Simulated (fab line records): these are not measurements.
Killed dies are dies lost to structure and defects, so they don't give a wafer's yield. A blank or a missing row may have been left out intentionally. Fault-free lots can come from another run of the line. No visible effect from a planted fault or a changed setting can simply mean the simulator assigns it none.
Struck lot and sound lot, side by side | flow sfq_line | 14 steps out of a route of 325
Sound: the wafers L305.2, L305.5, L305.6. Struck: wafer L311.1; the same lot's L311.4 was not struck, so it is left out; see the end for the cause.
Order at every step that has rows: each side's tool, ch and its chambers, its first start. Under that, the readings that differ: sound wafers | struck wafers | difference of the means | sigmas: that difference in standard deviations of wafers without a fault.
alike: same words and numbers on both sides, and readings whose means sit less than 2 such deviations apart. not compared: any withheld reading, any reading some wafer has no value for, any bound like >300 that may hide the same value, and any number with overlapping values for which the record gives no deviation.
A row with sigmas, a row that says differs or no value, or rows on one side alone: a step with any of these is where the two part. Numbers that don't overlap but have no deviation are shown without sigmas and don't part them. A reading that every wafer of one side lacks parts them only if that side has two wafers or more.

SFQ_TRILAYER_JJ_CE_ETCH_RIE_118: chemistry SF6, target Nb, stops on Al2O3, time 97.7 s, target depth 170 nm.
  sound on rie_metal-04 ch 0,1, day 56 00:55; struck on rie_metal-04 ch 0, day 58 00:35
  alike: drypump_motor_current_A, oes_product_au, rf_fwd_power_W
  not compared: rf_hours_counter_h
next, for these wafers, 1 step has no rows: SFQ_TRILAYER_JJ_ANODIZE_ANODIZE_119.
SFQ_TRILAYER_JJ_CE_STRIP_STRIP_120: strips in O2.
  sound on rie_metal-02 ch 0,1, day 56 01:31; struck on rie_metal-01 ch 1, day 58 01:12
  alike: drypump_motor_current_A, oes_product_au
  not compared: rf_hours_counter_h
then, 7 steps without rows for these wafers: SFQ_TRILAYER_JJ_CE_STRIP_SOLV_CLEAN_121 (cleans in NMP, time 600 s); SFQ_TRILAYER_M5_LITHO_COAT_128 (resist thk 62 nm); SFQ_TRILAYER_M5_LITHO_COAT_123 (resist thk 600 nm); SFQ_TRILAYER_M5_LITHO_SOFTBAKE_127; SFQ_TRILAYER_M5_LITHO_EXPOSE_124 (exposes mask M5, target cd 700 nm); SFQ_TRILAYER_M5_LITHO_PEB_126 (peb time 60 s); SFQ_TRILAYER_M5_LITHO_DEVELOP_125 (time 60 s).
-- the record jumps here: 5 days lie between the struck wafers' starts before and after --
SFQ_M5_OVL_MEAS_932:
  sound on overlay-01, day 60 07:53; struck on overlay-02, day 62 23:58
  alike: M5_OVL
SFQ_TRILAYER_M5_BARC_OPEN_METAL_ETCH_161: etches BARC in O2, target depth 125 nm, time 41.7 s.
  sound on rie_metal-03 ch 0,1, day 60 07:55; struck on rie_metal-04 ch 0, day 63 00:01
  reading            | sound             | struck | difference | sigmas
  rf_fwd_power_W (W) | 591.4 591.8 593.4 | 599.0  | +6.8       | +3
  alike: drypump_motor_current_A, oes_product_au
  not compared: rf_hours_counter_h
SFQ_TRILAYER_M5_ETCH_METAL_ETCH_126: etches Nb in Cl2/BCl3, stops on SiO2, time 203.2 s, target depth 265 nm.
  sound on rie_metal-03 ch 0,1, day 60 07:59; struck on rie_metal-04 ch 0, day 63 00:08
  reading                                             | sound             | struck | difference | sigmas
  model.KrF_of_TRILAYER_M5_LITHO_COAT_123.thk_nm (nm) | 366.8 364.3 372.7 | 418.1  | +50.2      |
  model.SiO2_of_TRILAYER_I4_DEP_PECVD_099.thk_nm (nm) | 178.5 177.5 180.1 | 183.8  | +5.1       |
  alike: drypump_motor_current_A, oes_product_au, rf_fwd_power_W
  not compared: rf_hours_counter_h, model.M5.feature_depth_nm
SFQ_TRILAYER_M5_STRIP_STRIP_127: strips in O2.
  sound on rie_metal-03 ch 0,1, day 60 08:11; struck on rie_metal-04 ch 0, day 63 00:31
  alike: drypump_motor_current_A, oes_product_au
  not compared: rf_hours_counter_h

## WHERE THEY PART
SFQ_TRILAYER_M5_BARC_OPEN_METAL_ETCH_161 only, going by this record. Later steps at which nothing parts them and some readings are alike: SFQ_TRILAYER_M5_ETCH_METAL_ETCH_126, SFQ_TRILAYER_M5_STRIP_STRIP_127.

WHY: the cause the simulator had injected
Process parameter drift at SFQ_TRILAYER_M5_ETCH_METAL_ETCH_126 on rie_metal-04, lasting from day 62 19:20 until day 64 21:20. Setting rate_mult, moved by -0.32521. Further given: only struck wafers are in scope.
